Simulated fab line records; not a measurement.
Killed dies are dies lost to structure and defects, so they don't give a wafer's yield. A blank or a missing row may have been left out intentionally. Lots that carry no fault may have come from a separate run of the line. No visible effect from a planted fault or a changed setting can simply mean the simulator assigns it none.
Which tool was responsible?	flow sfq line	14 lots with 42 wafers sampled at 3 steps, on a route of 325 steps

## WHAT EACH GAUGE READ, for each wafer
SFQ_I2_BOW_MEAS_917.
lot	measured	on	I2_BOW (um)
L557	day 20 16:07	film metro-03	17 26 10
L558	day 20 20:58	film metro-04	11 7 -3
L560	day 21 22:13	film metro-01	6 -2 9
L561	day 22 23:34	film metro-03	13 6 9
L567	day 25 13:41	film metro-01	12 -6 -10
L568	day 25 20:30	film metro-04	7 7 12
L572	day 27 08:32	film metro-01	-4 -4 -9
L574	day 28 05:30	film metro-03	-2 -2 -11
L575	day 28 17:05	film metro-03	-13 13 -1
L576	day 29 08:07	film metro-04	-4 8 -4
L577	day 29 14:05	film metro-04	-4 12 -5
L578	day 29 20:05	film metro-03	3 -2 3
L579	day 29 23:32	film metro-01	4 13 -4
L580	day 30 08:32	film metro-03	7 -12 3

## EACH LOT AND THE TOOL THAT RAN IT (in order: tool; ch and the chambers of the sampled wafers; start)
lot	SFQ_TRILAYER_I2_DEP_PECVD_063	SFQ_TRILAYER_I2_CMP_CMP_064
L557	pecvd-01 ch 1,2, day 20 13:03	cmp-01 ch 1,2,3, day 20 13:07
L558	pecvd-02 ch 0,1, day 20 17:52	cmp-02 ch 1,3, day 20 17:56
L560	pecvd-04 ch 0,1,2, day 21 19:09	cmp-01 ch 1,2,3, day 21 19:13
L561	pecvd-02 ch 0,2, day 22 19:09	cmp-01 ch 0,1,3, day 22 22:01
L567	pecvd-01 ch 1,2, day 24 20:19	cmp-01 ch 1,2, day 25 10:39
L568	pecvd-01 ch 0,2, day 25 03:31	cmp-02 ch 1,2, day 25 17:30
L572	pecvd-02 ch 0,1,2, day 26 08:53	cmp-02 ch 0,2, day 27 05:30
L574	pecvd-02 ch 0,2, day 27 00:14	cmp-02 ch 0,1,3, day 28 03:00
L575	pecvd-02 ch 0,1, day 27 08:53	cmp-01 ch 0,2,3, day 28 14:05
L576	pecvd-04 ch 0,2, day 27 21:20	cmp-01 ch 0,1, day 29 05:05
L577	pecvd-01 ch 0,1,2, day 28 04:20	cmp-01 ch 1,2,3, day 29 11:05
L578	pecvd-04 ch 0,1,2, day 28 10:20	cmp-01 ch 0,2,3, day 29 17:35
L579	pecvd-01 ch 0,2, day 28 16:32	cmp-02 ch 0,2, day 29 21:00
L580	pecvd-02 ch 0,2, day 29 00:50	cmp-02 ch 0,2, day 30 05:30
- SFQ_TRILAYER_I2_DEP_PECVD_063: deposits SiO2 from SiH4/N2O, time 111.11 s, target thk 500 nm.
- SFQ_TRILAYER_I2_CMP_CMP_064: polishes SiO2.

## WHAT THE TOOLS THEMSELVES READ (means of the sampled wafers that have a number; where no wafer has one, the mark that the record gives instead)
SFQ_TRILAYER_I2_DEP_PECVD_063.
lot	tool	heater power outer w (W)	heater power w (W)	run length s (s)	throttle valve pct (%)
L557	pecvd-01	28	86	138.9	24.8
L558	pecvd-02	18	58	139.4	23.6
L560	pecvd-04	28	82	138.7	25.3
L561	pecvd-02	18	56	139.2	23.7
L567	pecvd-01	29	85	134.0	24.6
L568	pecvd-01	22	76	134.1	26.6
L572	pecvd-02	18	58	139.4	24.2
L574	pecvd-02	17	55	139.1	23.9
L575	pecvd-02	15	57	139.1	24.5
L576	pecvd-04	26	87	138.7	25.9
L577	pecvd-01	25	79	138.8	25.5
L578	pecvd-04	28	83	138.6	25.5
L579	pecvd-01	20	74	138.9	26.3
L580	pecvd-02	20	57	139.0	23.9

SFQ_TRILAYER_I2_CMP_CMP_064.
lot	tool	motor current A (A)	time to endpoint s (s)
L557	cmp-01	11.5	205
L558	cmp-02	9.9	203
L560	cmp-01	11.4	210
L561	cmp-01	11.5	231
L567	cmp-01	11.9	199
L568	cmp-02	9.5	194
L572	cmp-02	9.7	216
L574	cmp-02	10.4	209
L575	cmp-01	11.1	211
L576	cmp-01	12.5	219
L577	cmp-01	11.6	206
L578	cmp-01	10.9	209
L579	cmp-02	9.5	208
L580	cmp-02	9.9	217

## THE ANSWER, worked out from the rows above alone
Rule: the usual values come from the lots themselves. Put in order of their means at a reading, lots are off if they are a third of the lots or fewer, leave a main group of 4 or more, and stand apart from it by a gap of 3 or more times the standard deviation of the main group's means; of several such gaps the widest counts. A main group is skipped when, at the precision printed for the reading in the tables above, its means are all equal. Also off: a lot with no number at a reading for which 4 or more lots have one. All remaining lots with rows at the step are treated as sound. After the gauges, taken in route order, come the tools' own readings; for these a lot's mean is taken, as printed above. The first step at which some lot is off is used, and at that step the reading that is off furthest; a lot without a number counts as furthest.
Off: L567, L568 (SFQ_TRILAYER_I2_DEP_PECVD_063, run length s). Mean 139.0 s and standard deviation 0.25 in the main group.
If a tool, at that step or one of the process steps before it, ran each lot that is off and ran no sound lot following the first of them, it fits. Not one of the candidates tried fits.

## WHAT WAS PUT IN BY THE SIMULATOR
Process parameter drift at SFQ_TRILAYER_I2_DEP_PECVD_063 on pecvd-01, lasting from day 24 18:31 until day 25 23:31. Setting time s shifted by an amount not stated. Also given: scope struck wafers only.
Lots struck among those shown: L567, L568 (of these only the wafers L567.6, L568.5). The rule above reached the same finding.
